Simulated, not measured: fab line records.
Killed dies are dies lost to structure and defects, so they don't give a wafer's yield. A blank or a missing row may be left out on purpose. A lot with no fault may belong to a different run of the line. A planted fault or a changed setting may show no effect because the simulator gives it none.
Code-filled problem report in 8D (eight disciplines) form	flow sky130	the parts of the form that need people (team, actions taken, sign-off) are left out

1. THE ISSUE
Wafers free of any fault read 1627 (standard deviation 11) for RES_XHIGH_TW at SKY_RES_XHIGH_TW_MEAS_09, against a mean of 2873 on 9 wafers of 3 lots. That is +99 or more standard deviations from the usual mean.
First seen on wafer L537.2, day 28 22:40, on film_metro-04. Wafers with a number at this step in the record: 45, from 15 lots. The rule behind "out" and "out of limits": a value lying over 4 standard deviations away from the usual mean. The rest of the wafers with a number are treated as sound.

2. WHAT IT IS AND WHAT IT IS NOT
question	is	is not
which readings at this step	RES_XHIGH_TW	-
which lots	L537, L538, L539	L532, L533, L534, L540, L546, L548, L549, L550, L551, L553, L554, L555
which wafers of those lots	all that have a number	-
read on which gauges	film_metro-01, film_metro-04	film_metro-02
when	from day 28 22:40	up to then (9 sound wafers); but 27 sound wafers of L540, L546, L548, L549, L550, L551, L553, L554, L555 came after

3. SUSPECTS, AND WHAT RULES EACH OUT
Counting: a tool at a process step up to the reading stays a suspect if it ran every lot that is out and no sound lot after the first of them.
- the gauge at SKY_RES_XHIGH_TW_MEAS_09: ruled out. Those wafers that are out were read across 2 gauges (film_metro-01, film_metro-04).
- litho_track-04 at SKY_SD_P_COAT_02 (resist thk 1140 nm): ruled out as a lasting fault. Sound lots L540, L546, L549, L550, L551, L554 ran on it after its first lot that is out, L537 (day 27 03:48).
Left after counting: nothing in the record.

4. THE CAUSE (what the simulator had put in)
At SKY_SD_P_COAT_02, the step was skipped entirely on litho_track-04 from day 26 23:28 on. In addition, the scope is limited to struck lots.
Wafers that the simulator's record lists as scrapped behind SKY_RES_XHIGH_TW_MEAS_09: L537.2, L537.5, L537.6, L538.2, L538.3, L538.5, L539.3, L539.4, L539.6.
It was ruled out by counting, in error; the rule expects a fault to strike all lots run on its tool from its start on, and this fault did not.

5. THE CHAIN OF EFFECTS, in route order
Each row: a reading whose mean over the struck wafers that have a number lies more than 3 standard deviations from the usual. Only readings whose record carries a usual standard deviation are examined. hours: median over the lots of the time between each lot's start at the first step of this table that gives one and its start at this step. sigmas: the change, counted in usual standard deviations.
hours	step	reading	usual	on struck wafers	change	sigmas
0	SKY_RES_XHIGH_TW_MEAS_09	RES_XHIGH_TW	1627	2873	+1246	+99 or more
Readings that are blank on the struck wafers while sound wafers have them: chill_plate_temp_C at SKY_SD_P_COAT_02; dispense_pressure_kPa at SKY_SD_P_COAT_02; cd_nm at SKY_SD_P_CD_MEAS_07.

6. WHAT WOULD HAVE CAUGHT IT SOONER
The first out-of-limits reading at a measuring or inspecting step in this record came at day 28 22:40, 47 hours after the fault's start at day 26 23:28.
Between SKY_SD_P_COAT_02 and SKY_RES_XHIGH_TW_MEAS_09, SKY_SD_P_CD_MEAS_07 gave no cd_nm on the struck wafers, where sound wafers have one: a measuring or inspecting step that comes back empty is itself a sign.
At SKY_SD_P_COAT_02 the tool's readings are blank on the struck wafers, where sound wafers have them: an empty tool record is the first sign, and it was there at once.
